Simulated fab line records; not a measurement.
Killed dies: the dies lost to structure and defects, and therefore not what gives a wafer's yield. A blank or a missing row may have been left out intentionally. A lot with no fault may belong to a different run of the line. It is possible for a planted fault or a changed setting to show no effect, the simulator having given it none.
fab line records ; flow sky130
record lots=6; wafers=18; last_day=50
route steps=708 shown SONOS_TUNNEL@156 SONOS_ONO@168 PAD_OPEN@708
lots that met no fault: from a run of the same line without faults
start_h: hours from the record's first day to the start of the lot's first wafer shown ; wait_h: how many hours have passed since the lot's step before this one ; " unchanged from the row above ; L1.1+2: one row covering several wafers at once ; - no value, or no start given ; * or withheld: withheld ; < > ~ a bound
route shown NAME@n: NAME is a module with steps in the file, n the number in the route of the first one ; usual: average and standard deviation across the fault-free wafers ; same: alike in all rows ; chamber/n: place in a boat ; sites: per-site readings ; _std_site: how widely they spread, as a standard deviation ; _edge_site: the outer-site mean with the inner-site mean subtracted ; radius_mm: for every site, how far away it sits from the centre of the wafer ; mask NAME#n: copy n ; behind: the tool/chamber that last shaped the wafer ; hold: cause of the lot's hold/its duration in hours/its outcome ; device: whichever transistor did not switch (one of n, p or np) ; end of line: tests of these same wafers at the route's end ; where a step has no rows: the recipe by itself ; killed: dies lost to structure and defects at the first sort, not the wafer's yield ; map: the dies of a wafer, with x for killed, . for not killed, _ for no die there
set.NAME: the setting the step ran with; set.NAME@STEP: the setting that earlier step ran with ; model.NAME: the simulator's own value behind a step, which no gauge read
certain route steps with their lots: each step a table, each wafer a row
services: from which hour (start_h, from the record's first day; less than 0 if before it) a tool's chamber was out of use, for how many hours, and why
## steps
# step SKY_SONOS_TUNNEL_COAT_02
# recipe resist=NOVOLAK; spin_rpm=3000; resist_thk_nm=1140
# step SKY_SONOS_TUNNEL_SOFTBAKE_03
# recipe temp_c=90; time_s=60; resist=NOVOLAK
# step SKY_SONOS_TUNNEL_EXPOSE_04
# recipe mask_id=TUNM; na=0.6; source_shape=conventional; sigma_outer=0.6; polarization=unpolarized; target_cd_nm=410; dose_mj=136
# step SKY_SONOS_TUNNEL_PEB_05
# recipe temp_c=withheld; time_s=*; resist=NOVOLAK
# step SKY_SONOS_TUNNEL_DEVELOP_06
# recipe resist=NOVOLAK; developer=TMAH; develop_time_s=60; dev_temp_c=23
# step SKY_SONOS_TUNNEL_CD_MEAS_07
# recipe target_cd_nm=410
# usual cd_nm=410.0/2.2
lot.wafer;tool;chamber;start_h;wait_h;cd_nm
L779.2;cd_sem-01;-;283.65;0.3;410.9
L779.4;cd_sem-01;-;283.65;0.3;412.4
L779.5;cd_sem-01;-;283.65;0.3;413.3
L783.2;cd_sem-01;-;314.91;0.1;413.2
L783.3;cd_sem-01;-;314.91;0.1;414.9
L783.5;cd_sem-01;-;314.91;0.1;413.6
L789.3;cd_sem-02;-;361.38;0.1;407.4
L789.5;cd_sem-02;-;361.38;0.1;408.5
L789.6;cd_sem-02;-;361.38;0.1;405.7
L790.4;cd_sem-01;-;372.00;0.1;410.9
L790.5;cd_sem-01;-;372.00;0.1;410.2
L790.6;cd_sem-01;-;372.00;0.1;412.2
L791.1;cd_sem-01;-;381.74;0.1;408.2
L791.3;cd_sem-01;-;381.74;0.1;408.4
L791.4;cd_sem-01;-;381.74;0.1;408.8
L797.1;cd_sem-01;-;422.39;0.1;412.3
L797.3;cd_sem-01;-;422.39;0.1;409.9
L797.5;cd_sem-01;-;422.39;0.1;412.8
# step SKY_SONOS_TUNNEL_OVL_MEAS_08
# usual SONOS_TUNNEL_OVL=-0.2/1.3
lot.wafer;tool;chamber;start_h;wait_h;SONOS_TUNNEL_OVL[nm]
L779.2;overlay-01;-;283.76;0.1;0.9
L779.4;overlay-01;-;283.76;0.1;-0.2
L779.5;overlay-01;-;283.76;0.1;-0.7
L783.2;overlay-01;-;315.02;0.1;0.5
L783.3;overlay-01;-;315.02;0.1;-1.2
L783.5;overlay-01;-;315.02;0.1;-1.2
L789.3;overlay-01;-;361.48;0.1;-0.7
L789.5;overlay-01;-;361.48;0.1;0.5
L789.6;overlay-01;-;361.48;0.1;-0.9
L790.4;overlay-02;-;372.08;0.1;0.0
L790.5;overlay-02;-;372.08;0.1;-0.7
L790.6;overlay-02;-;372.08;0.1;0.3
L791.1;overlay-02;-;381.86;0.1;-1.3
L791.3;overlay-02;-;381.86;0.1;0.6
L791.4;overlay-02;-;381.86;0.1;0.7
L797.1;overlay-02;-;422.51;0.1;1.5
L797.3;overlay-02;-;422.51;0.1;1.1
L797.5;overlay-02;-;422.51;0.1;1.4
# step SKY_SONOS_TUNNEL_IMPLANT_09
# recipe species=B; energy_kev=20; dose_cm2=1e+12; tilt_deg=withheld
# step SKY_SONOS_TUNNEL_WET_ETCH_10
# recipe chemistry=dHF; target_depth_nm=14; target=SiO2; dilution=100:1; temp_c=25; time_s=280
# step SKY_SONOS_TUNNEL_STRIP_11
# recipe chemistry=SPM; time_s=600; temp_c=130
# step SKY_SONOS_TUNNEL_TW_MEAS_12
# usual SONOS_TUNNEL_TW=198.2/1.6
lot.wafer;tool;chamber;start_h;wait_h;SONOS_TUNNEL_TW
L779.2;film_metro-03;-;284.33;0.0;198.5
L779.4;film_metro-03;-;284.33;0.0;199.2
L779.5;film_metro-03;-;284.33;0.0;198.3
L783.2;film_metro-01;-;315.47;0.0;195.5
L783.3;film_metro-01;-;315.47;0.0;195.0
L783.5;film_metro-01;-;315.47;0.0;195.6
L789.3;film_metro-04;-;361.93;0.0;198.4
L789.5;film_metro-04;-;361.93;0.0;199.4
L789.6;film_metro-04;-;361.93;0.0;199.2
L790.4;film_metro-01;-;372.54;0.0;195.8
L790.5;film_metro-01;-;372.54;0.0;196.3
L790.6;film_metro-01;-;372.54;0.0;195.5
L791.1;film_metro-03;-;382.32;0.0;198.4
L791.3;film_metro-03;-;382.32;0.0;199.2
L791.4;film_metro-03;-;382.32;0.0;197.8
L797.1;film_metro-01;-;422.99;0.0;196.4
L797.3;film_metro-01;-;422.99;0.0;196.0
L797.5;film_metro-01;-;422.99;0.0;197.1
# step SKY_SONOS_TUNNEL_CLEAN_13
# recipe chemistry=dHF; time_s=20; dilution=100:1; dry=ipa_marangoni
# step SKY_SONOS_ONO_OXIDATION_00
# recipe temp_c=800; ambient=O2; idle_temp_c=700; ramp_up_c_per_min=10; ramp_down_c_per_min=3; stabilise_s=600; purge_s=300; target_thk_a=26; ox_time_s=1249
# usual ox_time_s=1249/0; zone_power_centre_pct=12.13/0.25; zone_power_upper_pct=14.6/1.1
lot.wafer;tool;chamber;start_h;wait_h;ox_time_s;zone_power_centre_pct;zone_power_upper_pct;model.SiO2_of_SONOS_ONO_OXIDATION_00.thk_nm
L779.2;furnace-02;0;284.57;0.2;1249;12.52;13.4;2.603
L779.4;furnace-02;0;284.57;0.2;1249;12.54;13.3;2.605
L779.5;furnace-02;0;284.57;0.2;1249;12.27;13.5;2.609
L783.2;furnace-02;0;316.26;0.7;1249;12.37;13.3;2.571
L783.3;furnace-02;0;316.26;0.7;1249;12.32;13.5;2.585
L783.5;furnace-02;0;316.26;0.7;1249;12.33;13.5;2.639
L789.3;furnace-02;0;362.20;0.2;999.2;12.33;13.5;2.24
L789.5;furnace-02;0;362.20;0.2;999.2;12.30;13.6;2.23
L789.6;furnace-02;0;362.20;0.2;999.2;12.41;13.4;2.276
L790.4;furnace-01;0;374.13;1.5;1249;11.97;15.6;2.657
L790.5;furnace-01;0;374.13;1.5;1249;11.82;15.7;2.631
L790.6;furnace-01;0;374.13;1.5;1249;11.55;15.7;2.597
L791.1;furnace-02;0;384.26;1.9;999.2;12.17;13.5;2.138
L791.3;furnace-02;0;384.26;1.9;999.2;12.20;13.7;2.126
L791.4;furnace-02;0;384.26;1.9;999.2;12.44;13.8;2.17
L797.1;furnace-01;0;424.72;1.7;1249;11.67;15.6;2.533
L797.3;furnace-01;0;424.72;1.7;1249;11.83;15.7;2.522
L797.5;furnace-01;0;424.72;1.7;1249;12.13;15.6;2.579
# step SKY_SONOS_ONO_THK_MEAS_01
# recipe reads=SiO2_of_SONOS_ONO_OXIDATION_00
# usual SONOS_ONO_OXIDATION_THK=2.59/0.053
lot.wafer;tool;chamber;start_h;wait_h;hold;SONOS_ONO_OXIDATION_THK[nm]
L779.2;film_metro-02;-;285.93;0.0;-;2.55
L779.4;film_metro-02;-;285.93;0.0;-;2.60
L779.5;film_metro-02;-;285.93;0.0;-;2.60
L783.2;film_metro-02;-;317.62;0.0;-;2.59
L783.3;film_metro-02;-;317.62;0.0;-;2.62
L783.5;film_metro-02;-;317.62;0.0;-;2.62
L789.3;film_metro-01;-;363.56;0.0;await_dispo/0.2h/release;2.18
L789.5;film_metro-01;-;363.56;0.0;await_dispo/0.2h/release;2.22
L789.6;film_metro-01;-;363.56;0.0;await_dispo/0.2h/release;2.23
L789.3;film_metro-01;-;363.79;0.2;-;2.28
L789.5;film_metro-01;-;363.79;0.2;-;2.25
L789.6;film_metro-01;-;363.79;0.2;-;2.25
L790.4;film_metro-02;-;375.51;0.0;-;2.60
L790.5;film_metro-02;-;375.51;0.0;-;2.66
L790.6;film_metro-02;-;375.51;0.0;-;2.60
L791.1;film_metro-04;-;385.61;0.0;await_dispo/0.2h/release;2.14
L791.3;film_metro-04;-;385.61;0.0;await_dispo/0.2h/release;2.13
L791.4;film_metro-04;-;385.61;0.0;await_dispo/0.2h/release;2.20
L791.1;film_metro-04;-;385.84;0.2;-;2.07
L791.3;film_metro-04;-;385.84;0.2;-;2.09
L791.4;film_metro-04;-;385.84;0.2;-;2.18
L797.1;film_metro-02;-;426.07;0.0;-;2.52
L797.3;film_metro-02;-;426.07;0.0;-;2.54
L797.5;film_metro-02;-;426.07;0.0;-;2.56
# step SKY_PAD_OPEN_PROBE_99
# usual killed_at_M0_to_M3=42/7.6; killed_at_M4_up=2.9/1.7; killed_at_contacts=24/5.1; killed_at_front_end=15/4; killed_at_other=0.2/0.38; killed_dies=84/9.9; killed_on_rim=16/4; killed_open=46/7.2; killed_short=38/6.6
# same gross_dies=492; killed_at_back_side=0
lot.wafer;tool;chamber;start_h;wait_h;killed_at_M0_to_M3;killed_at_M4_up;killed_at_contacts;killed_at_front_end;killed_at_other;killed_dies;killed_on_rim;killed_open;killed_short;model.etest.sonos_erased.drive_ua_um;model.etest.cap_ono.gate_log10_a_cm2;model.etest.cap_ono.tox_acc_nm;model.etest.sonos_erased.vt_v;model.etest.sonos_baked.vt_less_v
L779.2;prober-02;-;1102.04;0.1;40;3;22;17;0;82;14;41;41;213.7;-7.929;12.92;-2.304;-0.4598
L779.4;prober-02;-;1102.14;0.2;49;3;24;20;0;96;21;50;46;195.7;-7.934;12.92;-2.293;-0.5098
L779.5;prober-02;-;1102.19;0.2;37;2;26;20;0;85;10;46;39;182.6;-8.037;13.05;-2.225;-0.5189
L783.2;prober-02;-;1131.11;0.1;48;5;23;12;0;88;19;52;36;192.9;-7.983;12.87;-2.27;-0.4997
L783.3;prober-02;-;1131.16;0.2;39;3;20;13;0;75;12;38;37;195.6;-7.912;12.88;-2.271;-0.5242
L783.5;prober-02;-;1131.26;0.2;44;2;15;16;0;77;16;46;31;151.9;-7.921;12.94;-2.197;-0.4758
L789.3;prober-02;-;1158.55;0.2;51;3;25;11;1;91;23;51;40;181.1;-7.695;12.7;-2.412;-0.6358
L789.5;prober-02;-;1158.65;0.2;32;3;29;13;0;77;10;49;28;223.1;-7.578;12.61;-2.481;-0.6117
L789.6;prober-02;-;1158.70;0.2;39;1;26;13;0;79;15;51;28;197.2;-7.764;12.74;-2.399;-0.5627
L790.4;prober-01;-;1165.55;0.2;41;3;14;12;0;70;10;41;29;171.9;-8;12.95;-2.215;-0.4695
L790.5;prober-01;-;1165.60;0.2;42;2;26;26;0;96;14;56;40;173;-7.851;12.81;-2.269;-0.5264
L790.6;prober-01;-;1165.65;0.2;44;1;20;15;0;80;14;41;39;222.1;-7.848;12.77;-2.344;-0.5163
L791.1;prober-02;-;1169.45;0.1;41;3;12;16;1;73;18;45;28;225.4;-7.633;12.58;-2.473;-0.5785
L791.3;prober-02;-;1169.55;0.2;46;5;23;9;0;83;14;51;32;185.4;-7.351;12.42;-2.473;-0.6548
L791.4;prober-02;-;1169.60;0.2;53;7;23;10;0;93;18;44;49;211.3;-7.503;12.54;-2.463;-0.5863
L797.1;prober-02;-;1196.32;0.1;41;3;19;9;0;72;14;37;35;155.8;-7.815;12.83;-2.272;-0.5232
L797.3;prober-02;-;1196.42;0.2;40;3;28;17;0;88;20;46;42;206.2;-7.838;12.77;-2.343;-0.5769
L797.5;prober-02;-;1196.52;0.2;42;4;25;21;0;92;21;52;40;174.5;-7.973;12.84;-2.273;-0.4795
# killed by level:class
L779.2 VIA1:geometric_particle:open=8 CONTACT:geometric_particle:open=6 METAL1:geometric_particle:short=6 VIA1:geometric_particle:short=6 FIELD_ISO:geometric_particle:short=5 CONTACT:geometric_particle:short=5 METAL2:geometric_particle:short=5 VIA3:geometric_particle:open=5
L779.4 VIA1:geometric_particle:open=13 CONTACT:geometric_particle:open=8 LOCAL_INTERCONNECT:geometric_particle:short=7 VIA2:geometric_particle:open=7 VIA3:geometric_particle:open=6 METAL1:geometric_particle:short=6 METAL2:geometric_particle:short=6 FIELD_ISO:geometric_particle:open=5
L779.5 VIA1:geometric_particle:open=14 CONTACT:geometric_particle:open=10 METAL1:geometric_particle:short=9 FIELD_ISO:geometric_particle:short=6 POLY_GATE:geometric_particle:open=5 LOCAL_INTERCONNECT:geometric_particle:short=5 FIELD_ISO:geometric_particle:open=4 LI_CONTACT:geometric_particle:short=4
L783.2 CONTACT:geometric_particle:open=13 VIA1:geometric_particle:open=11 VIA2:geometric_particle:open=9 VIA3:geometric_particle:open=8 CONTACT:geometric_particle:short=7 METAL2:geometric_particle:short=6 POLY_GATE:geometric_particle:short=4 METAL4:geometric_particle:short=4
L783.3 VIA1:geometric_particle:open=12 CONTACT:geometric_particle:open=7 METAL1:geometric_particle:short=7 VIA2:geometric_particle:open=6 FIELD_ISO:geometric_particle:short=5 LI_CONTACT:geometric_particle:open=4 CONTACT:geometric_particle:short=4 VIA1:geometric_particle:short=4
L783.5 VIA1:geometric_particle:open=14 VIA3:geometric_particle:open=7 VIA2:geometric_particle:short=6 FIELD_ISO:geometric_particle:open=5 LOCAL_INTERCONNECT:geometric_particle:short=5 CONTACT:geometric_particle:open=5 VIA2:geometric_particle:open=5 POLY_GATE:geometric_particle:short=4
L789.3 VIA1:geometric_particle:open=11 VIA2:geometric_particle:open=10 CONTACT:geometric_particle:open=7 CONTACT:geometric_particle:short=7 LI_CONTACT:geometric_particle:open=6 METAL1:geometric_particle:short=6 VIA3:geometric_particle:open=6 LOCAL_INTERCONNECT:geometric_particle:short=5
L789.5 LI_CONTACT:geometric_particle:open=10 CONTACT:geometric_particle:open=9 VIA2:geometric_particle:open=9 POLY_GATE:geometric_particle:short=6 VIA1:geometric_particle:open=5 METAL2:geometric_particle:short=5 CONTACT:geometric_particle:short=4 POLY_GATE:geometric_particle:open=3
L789.6 LI_CONTACT:geometric_particle:open=10 VIA2:geometric_particle:open=10 CONTACT:geometric_particle:open=9 FIELD_ISO:geometric_particle:short=6 VIA1:geometric_particle:open=6 METAL1:geometric_particle:short=4 VIA1:geometric_particle:short=3 VIA3:geometric_particle:short=3
L790.4 VIA1:geometric_particle:open=12 VIA1:geometric_particle:short=6 LI_CONTACT:geometric_particle:open=5 VIA3:geometric_particle:open=4 CONTACT:geometric_particle:open=4 METAL1:geometric_particle:short=4 METAL2:geometric_particle:short=4 SONOS_ONO:geometric_particle:open=3
L790.5 FIELD_ISO:geometric_particle:open=9 VIA1:geometric_particle:open=9 CONTACT:geometric_particle:open=8 VIA2:geometric_particle:open=8 METAL1:geometric_particle:short=7 LI_CONTACT:geometric_particle:open=6 LOCAL_INTERCONNECT:geometric_particle:short=5 CONTACT:geometric_particle:short=5
L790.6 VIA1:geometric_particle:open=12 CONTACT:geometric_particle:open=10 METAL2:geometric_particle:short=9 POLY_GATE:geometric_particle:open=4 POLY_GATE:geometric_particle:short=4 VIA2:geometric_particle:open=4 LI_CONTACT:geometric_particle:open=4 VIA2:geometric_particle:short=4
L791.1 VIA1:geometric_particle:open=10 VIA3:geometric_particle:open=10 VIA2:geometric_particle:open=7 POLY_GATE:geometric_particle:short=5 LI_CONTACT:geometric_particle:open=5 POLY_GATE:geometric_particle:open=4 VIA1:geometric_particle:short=4 FIELD_ISO:geometric_particle:open=3
L791.3 VIA1:geometric_particle:open=14 CONTACT:geometric_particle:open=9 VIA2:geometric_particle:open=7 VIA3:geometric_particle:open=7 LI_CONTACT:geometric_particle:open=6 METAL2:geometric_particle:short=6 METAL1:geometric_particle:short=5 LOCAL_INTERCONNECT:geometric_particle:short=3
L791.4 VIA1:geometric_particle:open=13 LI_CONTACT:geometric_particle:open=8 METAL2:geometric_particle:short=7 VIA2:geometric_particle:open=7 METAL3:geometric_particle:short=7 VIA1:geometric_particle:short=6 LOCAL_INTERCONNECT:geometric_particle:short=5 CONTACT:geometric_particle:open=5
L797.1 VIA1:geometric_particle:open=8 LI_CONTACT:geometric_particle:open=7 CONTACT:geometric_particle:open=7 METAL1:geometric_particle:short=7 VIA3:geometric_particle:open=5 METAL3:geometric_particle:short=5 METAL2:geometric_particle:short=4 FIELD_ISO:geometric_particle:short=3
L797.3 CONTACT:geometric_particle:open=12 METAL2:geometric_particle:short=7 VIA1:geometric_particle:open=7 METAL1:geometric_particle:short=7 FIELD_ISO:geometric_particle:short=6 LI_CONTACT:geometric_particle:open=6 VIA3:geometric_particle:open=5 POLY_GATE:geometric_particle:short=4
L797.5 LI_CONTACT:geometric_particle:open=10 VIA1:geometric_particle:open=10 METAL2:geometric_particle:short=8 CONTACT:geometric_particle:open=7 POLY_GATE:geometric_particle:short=6 VIA2:geometric_particle:open=6 VIA3:geometric_particle:open=5 VIA1:geometric_particle:short=5
## services
tool;chamber;start_h;hours;kind
furnace-01;-;320.10;4.2;pm
furnace-02;-;324.72;3.0;pm
furnace-01;-;401.03;3.2;pm
furnace-02;-;418.51;2.8;pm
## key
first_sign step=SKY_SONOS_ONO_OXIDATION_00; reading=ox_time_s; direction=down; sigmas=99+; usual=*; struck=*
effect step=SKY_SONOS_ONO_THK_MEAS_01; reading=visit; direction=added
effect step=SKY_SONOS_ONO_THK_MEAS_01; reading=SONOS_ONO_OXIDATION_THK; direction=down; sigmas=7.7; usual=2.59; struck=2.18
model_effect step=SKY_SONOS_ONO_OXIDATION_00; value=SiO2_of_SONOS_ONO_OXIDATION_00.thk_nm; without=2.606; struck=2.197
model_effect step=SKY_PAD_OPEN_PROBE_99; value=etest.sonos_erased.drive_ua_um; without=175.8; struck=203.9
met_at SKY_SONOS_ONO_OXIDATION_00
struck_wafers L789.3,L789.5,L789.6,L791.1,L791.3,L791.4
tester_left_out L789,L791
onset_between 316.26 362.20
fault kind=process_parameter_drift; tool=furnace-02; chamber=-; onset_h=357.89; steps=SKY_SONOS_ONO_OXIDATION_00; channel=ox_time_s; offset=*; shape=step; end_h=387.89; acts_in=*; stated=*
# tester_left_out: of these lots the tester's yield and bins aren't shown, on N5 and GAA mostly nor the transistor test; their killed dies are dies lost to structure and defects alone, not to doping, threshold or leakage, so they don't give the yield
